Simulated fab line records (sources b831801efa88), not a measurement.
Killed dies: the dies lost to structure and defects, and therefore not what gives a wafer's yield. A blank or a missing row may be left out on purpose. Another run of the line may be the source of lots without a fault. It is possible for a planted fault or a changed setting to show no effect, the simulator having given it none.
Matching of chambers	flow gf180mcu	GF_V1_CMP_04 on cmp-02 has 4 sister chambers
The step polishes SiO2. 14 wafers are shown with their chamber, then 7 later ones without.

EACH WAFER AND ITS CHAMBER
wafer	chamber	motor current A (A)	time to endpoint s (s)
L545.2	1	12.6	84
L545.4	0	12.1	90
L545.6	0	11.1	87
L546.1	0	11.4	78
L546.5	1	13.6	83
L546.6	2	10.2	86
L547.2	3	10.9	80
L547.5	2	10.2	87
L547.6	1	11.8	83
L548.3	0	11.7	77
L548.4	3	10.7	83
L548.6	1	12.6	77
L557.2	2	10.9	81
L557.3	1	13.0	75

SIGNATURES (means of the wafers above)
reading	chamber 0	chamber 1	chamber 2	chamber 3	scatter within a chamber
motor current A	11.575	12.720	10.433	10.800	0.512
time to endpoint s	83.00	80.40	84.67	81.50	4.67
Rule: a wafer's distance from a chamber is the root of the sum, over the readings, of the square of ((its reading less the chamber's mean) divided by the reading's scatter). If the next closest chamber is less than 2 further off than the closest, the wafer can't be placed; otherwise it belongs to the closest. The scatter: the root of (the sum of the squares of (reading less its chamber's mean) over the shown wafers, divided by (wafers less chambers)).

WAFERS WITH NO CHAMBER GIVEN
wafer	motor current A (A)	time to endpoint s (s)
L557.6	10.1	85
L558.2	10.6	78
L558.3	11.2	79
L558.6	11.3	82
L560.1	10.6	83
L560.2	12.3	76
L560.4	13.0	89

EACH ONE'S CHAMBER
wafer	from the rows above	in truth
L557.6	can't be placed: 2 or 3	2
L558.2	can't be placed: 3 or 2 or 0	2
L558.3	can't be placed: 3 or 0 or 2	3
L558.6	can't be placed: 0 or 3 or 2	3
L560.1	can't be placed: 2 or 3 or 0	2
L560.2	can't be placed: 1 or 0 or 3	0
L560.4	can't be placed: 1 or 0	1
Correct placement for 0 of the 7. Not placeable from these rows: 7 (in 7, the candidates include the true chamber). Wrongly placed: 0.
